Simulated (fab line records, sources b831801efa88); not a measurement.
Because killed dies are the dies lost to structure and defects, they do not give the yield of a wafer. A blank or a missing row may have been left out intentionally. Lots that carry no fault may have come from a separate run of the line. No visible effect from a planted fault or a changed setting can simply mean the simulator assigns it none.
fab line records	flow sfqLine
[record] lots = 5	wafers = 15	lastDay = 91
route steps=325 shown I0@48 M1@58 I1@73
lots that met no fault: taken from a fault-free run of the same line
startH: hours from the record's first day to the start of the lot's first wafer shown	waitH: hours since the lot's step before	" as in the row above	L1.1+2: a single row standing in for several wafers	- either no value or no given start	* or withheld: withheld	< > ~ a bound
route shown NAME@n: names a module that has steps shown in the file, with the first one's number in the route	usual: mean/standard deviation taken from wafers without a fault	same: alike in all rows	chamber/n: place in a boat	sites: readings site by site	_std_site: how widely they spread, as a standard deviation	_edge_site: mean of outer sites minus mean of inner sites	radiusMm: how far each site lies from the wafer's centre	mask NAME#n: copy n	behind: the tool/chamber that last shaped the wafer	hold: the reason the lot was held/the length of the hold in hours/how it ended	device: which transistor (n, p or np) failed to switch	end of line: tests run on the same wafers once the route is complete	where a step has no rows: the recipe by itself	killed: dies that structure and defects cost at the first sort, which is not the same as the wafer's yield	map: dies across one wafer; x = killed, . = not, _ = none there
set.NAME: setting as actually run; set.NAME@STEP: the setting as run at that earlier step	model.NAME: the simulator's own value behind a step, which no gauge read
lots seen at some steps along the route; tables by step, rows by wafer
services: the hour from which a tool's chamber was out of use, counted from the record's first day as startH (under 0 if before that day), plus the number of hours and why
[[steps]]
[step SFQ_TRILAYER_I0_VIA_LITHO_COAT_031]
[recipe] resist = KrF	spinRpm = 3000	resistThkNm = 650
[usual] spinSpeedRpm = 3000.2/2.3
lot.wafer	tool	chamber	startH	waitH	spinSpeedRpm
L080.1	lithoTrack-03	0	162.07	0.2	2997.7
L080.4	"	0	"	"	3001.1
L080.6	"	0	"	"	3002.7
L082.4	lithoTrack-03	0	182.92	0.2	3000.9
L082.5	"	0	"	"	3003.6
L082.6	"	0	"	"	3002.0
L084.1	lithoTrack-01	0	188.77	0.2	3003.6
L084.2	"	0	"	"	3004.1
L084.3	"	0	"	"	3005.0
L086.3	lithoTrack-03	0	205.02	0.2	2998.9
L086.4	"	0	"	"	2996.0
L086.6	"	0	"	"	3000.0
L093.1	lithoTrack-03	0	245.22	0.2	3003.7
L093.3	"	0	"	"	3002.4
L093.4	"	0	"	"	3001.1
[step SFQ_TRILAYER_I0_VIA_LITHO_SOFTBAKE_035]
[recipe] tempC = withheld	timeS = withheld	resist = KrF
lot.wafer	tool	chamber	startH	waitH
L080.1+4+6	lithoTrack-03	0	162.37	0.2
L082.4+5+6	lithoTrack-03	0	183.14	0.2
L084.1+2+3	lithoTrack-01	0	189.07	0.2
L086.3+4+6	lithoTrack-03	0	205.27	0.2
L093.1+3+4	lithoTrack-03	0	245.52	0.2
[step SFQ_TRILAYER_I0_VIA_LITHO_EXPOSE_032]
[recipe] maskId = I0	na = 0.6	sourceShape = conventional	sigmaOuter = 0.65	targetCdNm = 500	doseMj = 21.3
[usual] reticleTempC = 22.99/0.12
lot.wafer	tool	chamber	startH	waitH	mask	reticleTempC
L080.1	krfScanner-02	0	-	-	I0#0	22.96
L080.4	"	0	"	"	I0#0	23.17
L080.6	"	0	"	"	I0#0	23.04
L082.4	krfScanner-02	0	272.62	-	I0#0	22.91
L082.5	"	0	"	"	I0#0	22.99
L082.6	"	0	"	"	I0#0	22.97
L084.1	krfScanner-02	0	280.42	-	I0#0	22.96
L084.2	"	0	"	"	I0#0	22.88
L084.3	"	0	"	"	I0#0	22.94
L086.3	krfScanner-02	0	307.61	-	I0#0	22.81
L086.4	"	0	"	"	I0#0	22.92
L086.6	"	0	"	"	I0#0	22.84
L093.1	krfScanner-02	0	364.71	-	I0#0	22.72
L093.3	"	0	"	"	I0#0	22.80
L093.4	"	0	"	"	I0#0	22.76
[step SFQ_TRILAYER_I0_VIA_LITHO_PEB_034]
[recipe] pebTempC = 115	pebTimeS = 60	resist = KrF
[same] pebTimeS = 60
lot.wafer	tool	chamber	startH	waitH
L080.1+4+6	lithoTrack-03	0	-	-
L082.4+5+6	lithoTrack-03	0	273.29	0.5
L084.1+2+3	lithoTrack-04	0	281.62	1.0
L086.3+4+6	lithoTrack-04	0	308.46	0.7
L093.1+3+4	lithoTrack-03	0	365.91	1.0
[step SFQ_TRILAYER_I0_VIA_LITHO_DEVELOP_033]
[recipe] timeS = 60	resist = KrF
lot.wafer	tool	chamber	startH	waitH
L080.1+4+6	lithoTrack-03	0	251.82	0.1
L082.4+5+6	lithoTrack-03	0	273.44	0.1
L084.1+2+3	lithoTrack-04	0	281.77	0.1
L086.3+4+6	lithoTrack-04	0	308.61	0.1
L093.1+3+4	lithoTrack-03	0	366.06	0.1
[step SFQ_I0_OVL_MEAS_908]
[usual] I0_OVL = -2/5.2
lot.wafer	tool	chamber	startH	waitH	I0_OVL[nm]
L080.1	overlay-01	-	251.97	0.1	-7
L080.4	"	-	"	"	-5
L080.6	"	-	"	"	-3
L082.4	overlay-02	-	273.54	0.1	-8
L082.5	"	-	"	"	-2
L082.6	"	-	"	"	6
L084.1	overlay-02	-	281.93	0.1	-1
L084.2	"	-	"	"	-2
L084.3	"	-	"	"	-2
L086.3	overlay-02	-	308.72	0.1	-1
L086.4	"	-	"	"	-4
L086.6	"	-	"	"	-3
L093.1	overlay-01	-	366.21	0.1	-1
L093.3	"	-	"	"	5
L093.4	"	-	"	"	1
[step SFQ_TRILAYER_I0_VIA_BARC_OPEN_VIA_ETCH_046]
[recipe] maskMaterial = PR	chemistry = O2	targetDepthNm = 125	target = BARC	sourceW = 500	biasW = 80	pressureMtorr = 30	timeS = 41.7
[usual] drypumpMotorCurrentA = 5.6/0.53	oesProductAu = 0.685/0.0043
lot.wafer	tool	chamber	startH	waitH	drypumpMotorCurrentA	oesProductAu	rfHoursCounterH
L080.1	rieDiel-01	1	252.01	0.0	4.9	0.681	21
L080.4	"	2	"	"	5.7	0.682	14
L080.6	"	0	"	"	6.4	0.685	-
L082.4	rieDiel-03	1	273.55	0.0	5.6	0.686	137
L082.5	"	0	"	"	4.8	0.690	-
L082.6	"	3	"	"	4.9	0.686	-
L084.1	rieDiel-02	2	281.97	0.0	5.7	0.686	110
L084.2	"	1	"	"	5.4	0.681	24
L084.3	"	3	"	"	6.4	0.684	1
L086.3	rieDiel-02	3	308.75	0.0	6.4	0.684	1
L086.4	"	1	"	"	5.4	0.686	25
L086.6	"	3	"	"	6.4	0.689	-
L093.1	rieDiel-03	0	366.24	0.0	4.8	0.682	2
L093.3	"	3	"	"	4.9	0.686	122
L093.4	"	1	"	"	5.6	0.685	1
[step SFQ_TRILAYER_I0_VIA_ETCH_VIA_ETCH_034]
[recipe] target = SiO2	stopOn = Nb	maskMaterial = PR	taperDeg = 20	chemistry = CHF3	targetDepthNm = 260	sourceW = 500	biasW = 80	pressureMtorr = 30	timeS = withheld
[usual] drypumpMotorCurrentA = 5.6/0.53	oesProductAu = 0.854/0.0048
lot.wafer	tool	chamber	startH	waitH	drypumpMotorCurrentA	oesProductAu
L080.1	rieDiel-01	1	252.05	0.0	4.9	0.856
L080.4	"	2	"	"	5.7	0.857
L080.6	"	0	"	"	6.4	0.848
L082.4	rieDiel-03	1	273.59	0.0	5.6	0.850
L082.5	"	0	"	"	4.8	0.844
L082.6	"	3	"	"	4.9	0.851
L084.1	rieDiel-02	2	282.01	0.0	5.7	0.856
L084.2	"	1	"	"	5.4	0.859
L084.3	"	3	"	"	6.4	0.855
L086.3	rieDiel-02	3	308.79	0.0	6.4	0.854
L086.4	"	1	"	"	5.4	0.861
L086.6	"	3	"	"	6.4	0.853
L093.1	rieDiel-03	0	366.28	0.0	4.8	0.849
L093.3	"	3	"	"	4.9	0.858
L093.4	"	1	"	"	5.6	0.860
[step SFQ_TRILAYER_I0_VIA_STRIP_STRIP_035]
[recipe] gas = O2	powerW = 200	platenTempC = 40	overashFraction = 0.65	chemistry = O2	pressureMtorr = 50
[usual] drypumpMotorCurrentA = 5.3/0.44	oesProductAu = 1.002/0.009
[same] overashFraction = 0.65
lot.wafer	tool	chamber	startH	waitH	drypumpMotorCurrentA	oesProductAu	rfHoursCounterH
L080.1	rieMetal-02	0	252.16	-	5.8	1.006	86
L080.4	"	0	"	"	5.8	1.010	-
L080.6	"	0	"	"	5.8	1.010	-
L082.4	rieMetal-03	1	273.91	-	4.9	0.993	-
L082.5	"	0	"	"	5.6	1.002	-
L082.6	"	1	"	"	4.9	0.980	-
L084.1	rieMetal-02	1	282.12	-	4.8	0.997	34
L084.2	"	0	"	"	5.8	1.002	92
L084.3	"	0	"	"	5.8	1.008	-
L086.3	rieMetal-02	0	309.10	-	5.8	1.005	-
L086.4	"	1	"	"	4.8	1.004	-
L086.6	"	1	"	"	4.8	1.008	-
L093.1	rieMetal-03	0	366.40	-	5.7	1.010	143
L093.3	"	0	"	"	5.6	1.010	-
L093.4	"	1	"	"	4.9	1.009	-
[step SFQ_TRILAYER_I0_VIA_STRIP_SOLV_CLEAN_036]
[recipe] chemistry = NMP	tempC = 70	timeS = 600
lot.wafer	tool	chamber	startH	waitH
L080.1+4+6	wetBench-01	5,7,0	252.76	0.4
L082.4+5+6	wetBench-02	4,0,7	274.31	0.2
L084.1+2+3	wetBench-03	1,0,6	282.72	0.4
L086.3+4+6	wetBench-03	2,4,1	309.50	0.2
L093.1+3+4	wetBench-01	7,3,6	367.00	0.4
[step SFQ_TRILAYER_M1_DEP_PRE_CLEAN_038]
[recipe] gas = Ar	timeS = 22.5	biasV = 250
lot.wafer	tool	chamber	startH	waitH
L080.1+4+6	pvdSputter-03	-	252.95	0.0
L082.4+5+6	pvdSputter-06	-	274.48	0.0
L084.1+2+3	pvdSputter-06	-	282.90	0.0
L086.3+4+6	pvdSputter-06	-	309.68	0.0
L093.1+3+4	pvdSputter-03	-	367.17	0.0
[step SFQ_TRILAYER_M1_DEP_SPUTTER_037]
[recipe] material = Nb	basePressurePa = 1.33e-06	chamberPressurePa = 0.1333	substrateTempC = 20	resputterCathodeVoltageV = 400	targetThkNm = 200	powerW = 2000	timeS = 133.3
[usual] cathodeDcPowerW = 2000.0/0.37	throttleValvePct = 29.3/0.58
lot.wafer	tool	chamber	startH	waitH	cathodeDcPowerW	throttleValvePct
L080.1	pvdSputter-03	-	252.98	0.0	1999.5	29.9
L080.4	"	-	"	"	1999.8	28.6
L080.6	"	-	"	"	2000.2	29.7
L082.4	pvdSputter-06	-	274.51	0.0	1999.9	29.5
L082.5	"	-	"	"	2000.0	29.7
L082.6	"	-	"	"	2000.0	30.0
L084.1	pvdSputter-06	-	282.92	0.0	1999.9	29.6
L084.2	"	-	"	"	2000.3	29.8
L084.3	"	-	"	"	1999.8	28.6
L086.3	pvdSputter-06	-	309.70	0.0	1999.8	29.2
L086.4	"	-	"	"	2000.8	29.7
L086.6	"	-	"	"	2000.0	29.9
L093.1	pvdSputter-03	-	367.20	0.0	2000.3	29.7
L093.3	"	-	"	"	1999.5	28.8
L093.4	"	-	"	"	1999.6	29.6
[step SFQ_M1_RS_MEAS_909]
[recipe] thkMeasGauge = four-point-probe	reads = Nb_of_TRILAYER_M1_DEP_SPUTTER_037
[usual] M1_NB_RS = 0.893/0.01
lot.wafer	tool	chamber	startH	waitH	M1_NB_RS[ohm/sq]
L080.1	filmMetro-01	-	253.07	0.0	0.889
L080.4	"	-	"	"	0.886
L080.6	"	-	"	"	0.890
L082.4	filmMetro-04	-	274.67	0.1	0.891
L082.5	"	-	"	"	0.906
L082.6	"	-	"	"	0.901
L084.1	filmMetro-01	-	283.02	0.0	0.893
L084.2	"	-	"	"	0.895
L084.3	"	-	"	"	0.899
L086.3	filmMetro-02	-	309.84	0.1	0.895
L086.4	"	-	"	"	0.901
L086.6	"	-	"	"	0.896
L093.1	filmMetro-01	-	367.29	0.0	0.879
L093.3	"	-	"	"	0.878
L093.4	"	-	"	"	0.890
[step SFQ_TRILAYER_M1_LITHO_COAT_044]
[recipe] resist = BARC	spinRpm = 3000	resistThkNm = 62
[usual] spinSpeedRpm = 2999.9/2
lot.wafer	tool	chamber	startH	waitH	spinSpeedRpm
L080.1	lithoTrack-02	0	253.25	0.1	3002.2
L080.4	"	0	"	"	2998.6
L080.6	"	0	"	"	2999.8
L082.4	lithoTrack-04	0	274.94	0.2	3001.8
L082.5	"	0	"	"	3001.6
L082.6	"	0	"	"	2999.9
L084.1	lithoTrack-04	0	283.20	0.1	3001.3
L084.2	"	0	"	"	3002.0
L084.3	"	0	"	"	3000.1
L086.3	lithoTrack-02	0	310.08	0.1	2997.0
L086.4	"	0	"	"	2996.3
L086.6	"	0	"	"	2995.1
L093.1	lithoTrack-04	0	367.47	0.1	2998.5
L093.3	"	0	"	"	3001.8
L093.4	"	0	"	"	3000.1
[step SFQ_TRILAYER_M1_LITHO_COAT_039]
[recipe] resist = KrF	spinRpm = 3000	resistThkNm = 600
[usual] spinSpeedRpm = 3000.0/1.9
lot.wafer	tool	chamber	startH	waitH	spinSpeedRpm
L080.1	lithoTrack-02	0	253.55	0.2	2997.4
L080.4	"	0	"	"	3000.5
L080.6	"	0	"	"	2998.7
L082.4	lithoTrack-04	0	275.24	0.2	3004.2
L082.5	"	0	"	"	2998.3
L082.6	"	0	"	"	3001.8
L084.1	lithoTrack-04	0	283.50	0.2	3000.8
L084.2	"	0	"	"	2998.8
L084.3	"	0	"	"	2998.3
L086.3	lithoTrack-02	0	310.38	0.2	3000.6
L086.4	"	0	"	"	3002.2
L086.6	"	0	"	"	2999.6
L093.1	lithoTrack-04	0	367.77	0.2	3000.0
L093.3	"	0	"	"	3001.7
L093.4	"	0	"	"	3001.4
[step SFQ_TRILAYER_M1_LITHO_SOFTBAKE_043]
[recipe] tempC = withheld	timeS = withheld	resist = KrF
lot.wafer	tool	chamber	startH	waitH
L080.1+4+6	lithoTrack-02	0	253.85	0.2
L082.4+5+6	lithoTrack-04	0	275.47	0.2
L084.1+2+3	lithoTrack-04	0	283.80	0.2
L086.3+4+6	lithoTrack-02	0	310.63	0.2
L093.1+3+4	lithoTrack-04	0	368.07	0.2
[step SFQ_TRILAYER_M1_LITHO_EXPOSE_040]
[recipe] maskId = M1	na = 0.6	sourceShape = conventional	sigmaOuter = 0.65	targetCdNm = 500	doseMj = 14.4
[usual] reticleTempC = 23.00/0.096
lot.wafer	tool	chamber	startH	waitH	mask	reticleTempC
L080.1	krfScanner-01	0	279.20	-	M1#0	23.03
L080.4	"	0	"	"	M1#0	23.06
L080.6	"	0	"	"	M1#0	23.08
L082.4	krfScanner-01	0	297.80	-	M1#0	22.91
L082.5	"	0	"	"	M1#0	23.04
L082.6	"	0	"	"	M1#0	23.02
L084.1	krfScanner-01	0	305.60	-	M1#0	22.98
L084.2	"	0	"	"	M1#0	23.02
L084.3	"	0	"	"	M1#0	23.17
L086.3	krfScanner-01	0	326.60	-	M1#0	23.04
L086.4	"	0	"	"	M1#0	23.05
L086.6	"	0	"	"	M1#0	23.12
L093.1	krfScanner-01	0	386.61	-	M1#0	22.87
L093.3	"	0	"	"	M1#0	22.93
L093.4	"	0	"	"	M1#0	22.88
[step SFQ_TRILAYER_M1_LITHO_PEB_042]
[recipe] pebTempC = 115	pebTimeS = 60	resist = KrF
[same] pebTimeS = 60
lot.wafer	tool	chamber	startH	waitH
L080.1+4+6	lithoTrack-04	0	280.40	1.0
L082.4+5+6	lithoTrack-04	0	298.47	0.5
L084.1+2+3	lithoTrack-02	0	306.80	1.0
L086.3+4+6	lithoTrack-04	0	327.45	0.7
L093.1+3+4	lithoTrack-01	0	387.81	1.0
[step SFQ_TRILAYER_M1_LITHO_DEVELOP_041]
[recipe] timeS = 60	resist = KrF
lot.wafer	tool	chamber	startH	waitH
L080.1+4+6	lithoTrack-04	0	280.55	0.1
L082.4+5+6	lithoTrack-04	0	298.62	0.1
L084.1+2+3	lithoTrack-02	0	306.95	0.1
L086.3+4+6	lithoTrack-04	0	327.60	0.1
L093.1+3+4	lithoTrack-01	0	387.96	0.1
[step SFQ_M1_OVL_MEAS_911]
[usual] M1_OVL = -1/5
lot.wafer	tool	chamber	startH	waitH	M1_OVL[nm]
L080.1	overlay-02	-	280.70	0.1	7
L080.4	"	-	"	"	0
L080.6	"	-	"	"	4
L082.4	overlay-02	-	298.71	0.1	-1
L082.5	"	-	"	"	-11
L082.6	"	-	"	"	-1
L084.1	overlay-01	-	307.10	0.1	0
L084.2	"	-	"	"	-3
L084.3	"	-	"	"	-2
L086.3	overlay-02	-	327.71	0.1	-6
L086.4	"	-	"	"	-4
L086.6	"	-	"	"	-9
L093.1	overlay-02	-	388.11	0.1	4
L093.3	"	-	"	"	-7
L093.4	"	-	"	"	-1
[step SFQ_TRILAYER_M1_BARC_OPEN_METAL_ETCH_054]
[recipe] maskMaterial = PR	chemistry = O2	targetDepthNm = 125	target = BARC	icpW = 600	biasW = 80	pressureMtorr = 10	timeS = 41.7
[usual] drypumpMotorCurrentA = 5.5/0.54	oesProductAu = 0.685/0.0051
lot.wafer	tool	chamber	startH	waitH	drypumpMotorCurrentA	oesProductAu	rfHoursCounterH
L080.1	rieMetal-04	0	280.73	0.0	5.0	0.697	68
L080.4	"	0	"	"	5.0	0.683	-
L080.6	"	0	"	"	5.0	0.689	-
L082.4	rieMetal-04	1	298.76	0.0	6.2	0.690	-
L082.5	"	0	"	"	5.0	0.678	-
L082.6	"	1	"	"	6.2	0.684	-
L084.1	rieMetal-01	0	307.13	0.0	5.8	0.683	58
L084.2	"	1	"	"	5.0	0.684	38
L084.3	"	0	"	"	5.8	0.678	-
L086.3	rieMetal-02	1	327.76	0.0	4.8	0.679	-
L086.4	"	0	"	"	5.8	0.683	-
L086.6	"	0	"	"	5.8	0.687	-
L093.1	rieMetal-02	1	388.34	0.2	4.8	0.687	48
L093.3	"	1	"	"	4.8	0.695	-
L093.4	"	0	"	"	5.8	0.688	-
[step SFQ_TRILAYER_M1_ETCH_METAL_ETCH_042]
[recipe] target = Nb	stopOn = SiO2	maskMaterial = PR	chemistry = Cl2/Ar	targetDepthNm = 240	icpW = 600	biasW = 80	pressureMtorr = 10	timeS = 120
[usual] drypumpMotorCurrentA = 5.5/0.54	oesProductAu = 0.892/0.0065
lot.wafer	tool	chamber	startH	waitH	drypumpMotorCurrentA	oesProductAu	rfHoursCounterH
L080.1	rieMetal-04	0	280.79	0.0	5.0	0.890	68
L080.4	"	0	"	"	5.0	0.892	-
L080.6	"	0	"	"	5.0	0.894	-
L082.4	rieMetal-04	1	298.87	0.1	6.2	0.895	-
L082.5	"	0	"	"	5.0	0.883	-
L082.6	"	1	"	"	6.2	0.894	-
L084.1	rieMetal-01	0	307.19	0.0	5.8	0.887	58
L084.2	"	1	"	"	5.0	0.892	38
L084.3	"	0	"	"	5.8	0.886	-
L086.3	rieMetal-02	1	327.84	0.1	4.8	0.888	-
L086.4	"	0	"	"	5.8	0.893	-
L086.6	"	0	"	"	5.8	0.892	-
L093.1	rieMetal-02	1	388.40	0.0	4.8	0.905	48
L093.3	"	1	"	"	4.8	0.904	-
L093.4	"	0	"	"	5.8	0.890	-
[step SFQ_TRILAYER_M1_STRIP_STRIP_043]
[recipe] gas = O2	powerW = 200	platenTempC = 40	overashFraction = 0.65	chemistry = O2	pressureMtorr = 50
[usual] drypumpMotorCurrentA = 5.5/0.54	oesProductAu = 1.003/0.0079
[same] overashFraction = 0.65
lot.wafer	tool	chamber	startH	waitH	drypumpMotorCurrentA	oesProductAu	rfHoursCounterH
L080.1	rieMetal-04	0	280.92	0.1	5.0	0.989	68
L080.4	"	0	"	"	5.0	0.990	-
L080.6	"	0	"	"	5.0	1.003	-
L082.4	rieMetal-04	1	299.24	0.3	6.2	1.013	-
L082.5	"	0	"	"	5.0	1.001	-
L082.6	"	1	"	"	6.2	1.007	-
L084.1	rieMetal-01	0	307.32	0.1	5.8	1.001	58
L084.2	"	1	"	"	5.0	1.004	38
L084.3	"	0	"	"	5.8	0.995	-
L086.3	rieMetal-02	1	328.12	0.2	4.9	1.008	-
L086.4	"	0	"	"	5.8	1.001	-
L086.6	"	0	"	"	5.8	1.010	-
L093.1	rieMetal-02	1	388.53	0.1	4.8	1.013	48
L093.3	"	1	"	"	4.8	1.017	-
L093.4	"	0	"	"	5.8	1.029	-
[step SFQ_TRILAYER_M1_STRIP_SOLV_CLEAN_044]
[recipe] chemistry = NMP	tempC = 70	timeS = 600
lot.wafer	tool	chamber	startH	waitH
L080.1+4+6	wetBench-02	3,6,5	281.52	0.4
L082.4+5+6	wetBench-03	4,0,7	299.78	0.3
L084.1+2+3	wetBench-02	3,2,0	307.92	0.4
L086.3+4+6	wetBench-02	3,2,6	328.52	0.2
L093.1+3+4	wetBench-03	6,2,7	389.13	0.4
[step SFQ_TRILAYER_I1_DEP_PECVD_045]
[recipe] material = SiO2	tempC = 150	timeS = 111.11	pressureTorr = 2.4	rfW = 183.3	precursor = SiH4/N2O	targetThkNm = 500
[usual] heaterPowerW = 86/9.1	throttleValvePct = 24.1/1.3
lot.wafer	tool	chamber	startH	waitH	heaterPowerW	throttleValvePct
L080.1	pecvd-02	1	281.87	0.0	90	24.0
L080.4	"	0	"	"	81	25.0
L080.6	"	2	"	"	93	24.2
L082.4	pecvd-04	0	299.99	0.0	86	23.9
L082.5	"	1	"	"	69	22.3
L082.6	"	2	"	"	81	21.8
L084.1	pecvd-02	0	308.09	0.0	70	24.9
L084.2	"	1	"	"	85	24.0
L084.3	"	2	"	"	99	24.3
L086.3	pecvd-02	0	328.70	0.0	82	25.4
L086.4	"	2	"	"	97	24.3
L086.6	"	1	"	"	76	24.2
L093.1	pecvd-01	2	389.33	0.0	95	23.5
L093.3	"	0	"	"	77	27.3
L093.4	"	0	"	"	79	27.0
[step SFQ_TRILAYER_I1_CMP_CMP_046]
[recipe] material = SiO2	downForcePsi = 3	platenRpm = 60	padVelocityMS = 0.94248
[usual] edgeZonePressureFrac = 1.000/0.0056	motorCurrentA = 10.2/1.4	timeToEndpointS = 217/7.4
lot.wafer	tool	chamber	startH	waitH	edgeZonePressureFrac	motorCurrentA	timeToEndpointS
L080.4	cmp-02	2	296.09	14.1	0.992	11.4	230
L080.1	"	3	"	"	1.001	8.7	216
L080.6	"	3	298.59	16.6	0.986	8.9	216
L082.4	cmp-01	0	309.17	9.1	1.006	12.6	214
L082.6	"	2	310.17	10.1	1.000	10.7	216
L082.5	"	3	"	"	0.999	10.5	215
L084.3	cmp-02	2	320.09	12.0	0.999	11.4	225
L084.1	"	3	"	"	1.002	8.8	212
L084.2	"	1	321.59	13.5	0.990	9.6	215
L086.4	cmp-01	0	335.08	6.3	1.006	12.0	214
L086.3	"	1	"	"	0.999	7.4	224
L086.6	"	0	337.08	8.3	1.009	12.1	217
L093.4	cmp-02	1	389.91	0.5	0.999	10.1	215
L093.1	"	2	"	"	0.995	11.4	229
L093.3	"	3	"	"	1.000	8.9	215
[step SFQ_I1_BOW_MEAS_912]
[recipe] mode = bow
[usual] I1_BOW = 2/7.2
lot.wafer	tool	chamber	startH	waitH	I1_BOW[um]
L080.1	filmMetro-02	-	299.09	2.0	10
L080.4	"	-	"	"	-5
L080.6	"	-	"	"	-1
L082.4	filmMetro-03	-	311.23	1.6	0
L082.5	"	-	"	"	-7
L082.6	"	-	"	"	0
L084.1	filmMetro-03	-	323.09	2.0	-3
L084.2	"	-	"	"	3
L084.3	"	-	"	"	-7
L086.3	filmMetro-02	-	337.62	1.5	14
L086.4	"	-	"	"	7
L086.6	"	-	"	"	2
L093.1	filmMetro-03	-	392.41	1.5	7
L093.3	"	-	"	"	9
L093.4	"	-	"	"	17
[step SFQ_TRILAYER_I1_METRO_MEASURE_047]
[usual] thkNm = 200.0/1
lot.wafer	tool	chamber	startH	waitH	thkNm
L080.1	filmMetro-02	-	299.21	0.1	200.0
L080.4	"	-	"	"	201.1
L080.6	"	-	"	"	200.6
L082.4	filmMetro-03	-	311.89	0.6	199.6
L082.5	"	-	"	"	199.1
L082.6	"	-	"	"	199.6
L084.1	filmMetro-03	-	323.21	0.1	200.6
L084.2	"	-	"	"	200.6
L084.3	"	-	"	"	201.7
L086.3	filmMetro-02	-	338.10	0.5	201.5
L086.4	"	-	"	"	200.4
L086.6	"	-	"	"	199.8
L093.1	filmMetro-03	-	392.53	0.1	200.2
L093.3	"	-	"	"	199.6
L093.4	"	-	"	"	200.1
[step SFQ_TRILAYER_I1_VIA_LITHO_COAT_054]
[recipe] resist = BARC	spinRpm = 3000	resistThkNm = 62
[usual] spinSpeedRpm = 2999.8/2.3
lot.wafer	tool	chamber	startH	waitH	spinSpeedRpm
L080.1	lithoTrack-01	0	300.41	1.0	2998.1
L080.4	"	0	"	"	3002.8
L080.6	"	0	"	"	2998.7
L082.4	lithoTrack-01	0	312.64	0.6	3002.7
L082.5	"	0	"	"	3000.3
L082.6	"	0	"	"	3001.3
L084.1	lithoTrack-01	0	324.41	1.0	2999.4
L084.2	"	0	"	"	2999.7
L084.3	"	0	"	"	2999.4
L086.3	lithoTrack-03	0	339.00	0.7	3000.9
L086.4	"	0	"	"	2999.0
L086.6	"	0	"	"	2997.6
L093.1	lithoTrack-03	0	393.91	1.2	2997.8
L093.3	"	0	"	"	2997.6
L093.4	"	0	"	"	2997.9
[step SFQ_TRILAYER_I1_VIA_LITHO_COAT_049]
[recipe] resist = KrF	spinRpm = 3000	resistThkNm = 650
[usual] spinSpeedRpm = 2999.7/2.5
lot.wafer	tool	chamber	startH	waitH	spinSpeedRpm
L080.1	lithoTrack-01	0	300.71	0.2	3001.2
L080.4	"	0	"	"	3004.1
L080.6	"	0	"	"	2997.6
L082.4	lithoTrack-01	0	312.94	0.2	2993.3
L082.5	"	0	"	"	2999.0
L082.6	"	0	"	"	2998.2
L084.1	lithoTrack-01	0	324.71	0.2	2999.9
L084.2	"	0	"	"	2997.8
L084.3	"	0	"	"	3001.3
L086.3	lithoTrack-03	0	339.30	0.2	2998.6
L086.4	"	0	"	"	2999.4
L086.6	"	0	"	"	2997.8
L093.1	lithoTrack-03	0	394.21	0.2	2997.8
L093.3	"	0	"	"	3001.9
L093.4	"	0	"	"	2998.6
[step SFQ_TRILAYER_I1_VIA_LITHO_SOFTBAKE_053]
[recipe] tempC = withheld	timeS = withheld	resist = KrF
lot.wafer	tool	chamber	startH	waitH
L080.1+4+6	lithoTrack-01	0	301.01	0.2
L082.4+5+6	lithoTrack-01	0	313.17	0.2
L084.1+2+3	lithoTrack-01	0	325.01	0.2
L086.3+4+6	lithoTrack-03	0	339.55	0.2
L093.1+3+4	lithoTrack-03	0	394.51	0.2
[step SFQ_TRILAYER_I1_VIA_LITHO_EXPOSE_050]
[recipe] maskId = I1	na = 0.6	sourceShape = conventional	sigmaOuter = 0.65	targetCdNm = 500	doseMj = 21.3
[usual] reticleTempC = 23.01/0.11
lot.wafer	tool	chamber	startH	waitH	mask	reticleTempC
L080.1	krfScanner-02	0	428.41	-	I1#0	23.14
L080.4	"	0	"	"	I1#0	23.00
L080.6	"	0	"	"	I1#0	22.96
L082.4	krfScanner-02	0	445.36	-	I1#0	23.14
L082.5	"	0	"	"	I1#0	23.20
L082.6	"	0	"	"	I1#0	23.11
L084.1	krfScanner-02	0	463.53	-	I1#0	22.88
L084.2	"	0	"	"	I1#0	22.78
L084.3	"	0	"	"	I1#0	22.87
L086.3	krfScanner-02	0	486.50	-	I1#0	22.97
L086.4	"	0	"	"	I1#0	23.11
L086.6	"	0	"	"	I1#0	23.02
L093.1	krfScanner-01	0	539.68	-	I1#0	23.00
L093.3	"	0	"	"	I1#0	23.14
L093.4	"	0	"	"	I1#0	23.07
[step SFQ_TRILAYER_I1_VIA_LITHO_PEB_052]
[recipe] pebTempC = 115	pebTimeS = 60	resist = KrF
[same] pebTimeS = 60
lot.wafer	tool	chamber	startH	waitH
L080.1+4+6	lithoTrack-01	0	429.61	1.0
L082.4+5+6	lithoTrack-01	0	446.03	0.5
L084.1+2+3	lithoTrack-01	0	464.73	1.0
L086.3+4+6	lithoTrack-01	0	487.35	0.7
L093.1+3+4	lithoTrack-03	0	540.88	1.0
[step SFQ_TRILAYER_I1_VIA_LITHO_DEVELOP_051]
[recipe] timeS = 60	resist = KrF
lot.wafer	tool	chamber	startH	waitH
L080.1+4+6	lithoTrack-01	0	429.76	0.1
L082.4+5+6	lithoTrack-01	0	446.18	0.1
L084.1+2+3	lithoTrack-01	0	464.88	0.1
L086.3+4+6	lithoTrack-01	0	487.50	0.1
L093.1+3+4	lithoTrack-03	0	541.03	0.1
[[services]]
tool	chamber	startH	hours	kind
krfScanner-01	-	142.99	1.0	pm
krfScanner-01	-	152.39	7.2	pm
krfScanner-01	-	164.39	3.6	pm
krfScanner-02	-	205.92	1.3	pm
rieMetal-02	-	284.22	1.9	repair
krfScanner-02	-	286.42	4.0	pm
krfScanner-02	-	295.69	3.8	repair
krfScanner-02	-	300.66	0.8	pm
krfScanner-02	-	302.61	1.0	pm
krfScanner-02	-	322.15	8.2	repair
krfScanner-02	-	325.46	0.9	repair
krfScanner-02	-	326.40	5.9	repair
rieMetal-02	-	332.29	15.6	pm
rieMetal-02	-	380.20	2.8	pm
krfScanner-02	-	381.51	1.3	pm
krfScanner-02	-	414.55	0.6	repair
rieMetal-02	-	416.16	0.6	repair
rieMetal-02	0	425.08	15.7	repair
krfScanner-02	-	442.81	0.8	pm
krfScanner-02	-	445.96	4.4	pm
krfScanner-02	-	469.53	0.8	pm
krfScanner-02	-	471.97	1.0	pm
krfScanner-02	-	472.97	3.6	pm
krfScanner-02	-	539.56	5.0	repair
[[key]]
fault none
